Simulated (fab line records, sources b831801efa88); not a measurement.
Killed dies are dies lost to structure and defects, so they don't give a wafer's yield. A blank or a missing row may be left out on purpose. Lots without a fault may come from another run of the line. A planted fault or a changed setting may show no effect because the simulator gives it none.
Chamber matching | flow sky130 | SKY_VIA2_HDPCVD_00 on hdpcvd-01: 3 sister chambers
The step deposits SiO2, target thk 1180 nm, time 196.7 s. 6 wafers are shown with their chamber, then 7 later ones without.

WAFERS WITH THEIR CHAMBER
wafer  | chamber | sih4_flow_sccm (sccm)
L144.5 | 0       | 59.90
L147.1 | 0       | 59.86
L147.4 | 1       | 60.37
L147.5 | 2       | 59.73
L149.2 | 2       | 60.27
L149.3 | 1       | 59.96

WAFERS WITHOUT THEIR CHAMBER
wafer  | sih4_flow_sccm (sccm)
L149.5 | 60.15
L154.2 | 60.19
L154.4 | 59.96
L154.6 | 59.99
L158.4 | 60.05
L158.5 | 59.91
L158.6 | 60.13

WHICH CHAMBER EACH WENT THROUGH
wafer  | from the rows above          | in truth
L149.5 | can't be placed: 1 or 2 or 0 | 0
L154.2 | can't be placed: 1 or 2 or 0 | 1
L154.4 | can't be placed: 2 or 0 or 1 | 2
L154.6 | can't be placed: 2 or 0 or 1 | 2
L158.4 | can't be placed: 2 or 1 or 0 | 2
L158.5 | can't be placed: 0 or 2 or 1 | 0
L158.6 | can't be placed: 1 or 2 or 0 | 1
Placed correctly: 0 of 7. Can't be placed from these rows: 7 (the true chamber is among the candidates in 7). Placed wrongly: 0.
How it was worked out, from the rows above alone: a wafer's distance from a chamber is the root of the sum, over the readings, of the square of ((its reading less the chamber's mean) divided by the reading's scatter). The wafer belongs to the nearest chamber; if the next one is less than 2 further off, it can't be placed. A chamber's mean is the mean of its shown wafers. The scatter: the root of (the sum of the squares of (reading less its chamber's mean) over the shown wafers, divided by (wafers less chambers)).
